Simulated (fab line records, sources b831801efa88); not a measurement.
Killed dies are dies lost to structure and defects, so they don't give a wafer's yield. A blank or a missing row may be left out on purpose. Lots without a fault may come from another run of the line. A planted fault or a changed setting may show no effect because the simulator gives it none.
A struck lot beside a sound one | flow sky130 | 19 steps out of a route of 708
Sound: wafers L199.1, L199.4, L199.5. Struck: wafers L210.4, L210.5, L210.6. The cause comes at the end.
At each step with rows: each side's tool, then ch and its chambers, then its first start. Under that, the readings that differ: sound wafers | struck wafers | difference of the means | sigmas: that difference in standard deviations of wafers without a fault.
alike: readings whose means differ by less than 2 such deviations, and words and numbers that are the same on both sides. not compared: withheld readings, readings that some wafer has no value for, bounds like >300 that may hide the same value, and numbers for which the record gives no deviation and whose values overlap.
The two part at a step that has a row with sigmas, a row that says differs or no value, or rows on one side only. Numbers that don't overlap but have no deviation are shown without sigmas and don't part them. A reading that every wafer of one side lacks parts them only if that side has two wafers or more.

first, 3 steps without rows for these wafers: SKY_POLY_CUT_EXPOSE_05 (exposes mask NPCM, target cd 270 nm); SKY_POLY_CUT_PEB_06; SKY_POLY_CUT_DEVELOP_07 (develop time 60 s).
SKY_POLY_CUT_CD_MEAS_08: target cd 270 nm.
  sound on cd_sem-01, day 26 12:55; struck on cd_sem-02, day 30 09:32
  alike: cd_nm
SKY_POLY_CUT_OVL_MEAS_09:
  sound on overlay-02, day 26 13:02; struck on overlay-02, day 30 09:36
  alike: POLY_CUT_OVL
SKY_POLY_CUT_ETCH_10: etches BARC in N2/H2, stops on SiO2, time 45.9 s, target depth 60 nm.
  sound on rie_diel-01 ch 0,2, day 26 13:04; struck on rie_diel-02 ch 1,2,3, day 30 09:37
  alike: chamber_pressure_mTorr, drypump_motor_current_A, n2_flow_sccm, oes_product_au, throttle_valve_pct
  not compared: rf_hours_counter_h
SKY_POLY_CUT_ETCH_11: etches Si3N4 in CF4/CH2F2/Ar, stops on poly-Si, time 42.5 s, target depth 60 nm.
  sound on rie_diel-01 ch 0,2, day 26 13:07; struck on rie_diel-02 ch 1,2,3, day 30 09:40
  alike: chamber_pressure_mTorr, drypump_motor_current_A, oes_product_au, throttle_valve_pct
  not compared: rf_hours_counter_h
SKY_POLY_CUT_STRIP_12: strips in O2/N2.
  sound on plasma_asher-04 ch 0, day 26 13:09; struck on plasma_asher-04 ch 0,1, day 30 09:44
  alike: chamber_pressure_mTorr, drypump_motor_current_A, n2_flow_sccm, oes_product_au, strip_time_to_endpoint_s
  not compared: rf_hours_counter_h
then, 4 steps without rows for these wafers: SKY_SD_P_DEHYDRATE_00 (time 60 s); SKY_SD_P_HMDS_01 (prime time 60 s); SKY_SD_P_COAT_02 (resist thk 1140 nm); SKY_SD_P_SOFTBAKE_03 (time 60 s).
SKY_SD_P_EXPOSE_04: exposes mask PSDM, target cd 380 nm.
  sound on iline_stepper-02 ch 0, day 27 02:39; struck on iline_stepper-02 ch 0, day 30 22:44
  reading                      | sound                | struck            | difference | sigmas
  model.SD_P.overlay_x_nm (nm) | 0.4586 0.4586 0.4586 | 71.02 71.02 71.02 | +70.56     |
  alike: mask
then, 2 steps without rows for these wafers: SKY_SD_P_PEB_05; SKY_SD_P_DEVELOP_06 (develop time 60 s).
SKY_SD_P_CD_MEAS_07: target cd 380 nm.
  sound on cd_sem-02, day 27 16:42; struck on cd_sem-02, day 31 12:17
  alike: cd_nm
SKY_SD_P_OVL_MEAS_08:
  sound on overlay-01, day 27 16:49; struck on overlay-01, day 31 12:22
  reading       | sound         | struck         | difference | sigmas
  SD_P_OVL (nm) | -1.8 0.6 -1.4 | 71.0 72.5 71.2 | +72.4      | +45
then, 2 steps without rows for these wafers: SKY_SD_P_IMPLANT_09; SKY_PAD_OPEN_PROBE_99.

WHERE THEY PART
Only at SKY_SD_P_OVL_MEAS_08, within this record.

WHY: what the simulator had put in
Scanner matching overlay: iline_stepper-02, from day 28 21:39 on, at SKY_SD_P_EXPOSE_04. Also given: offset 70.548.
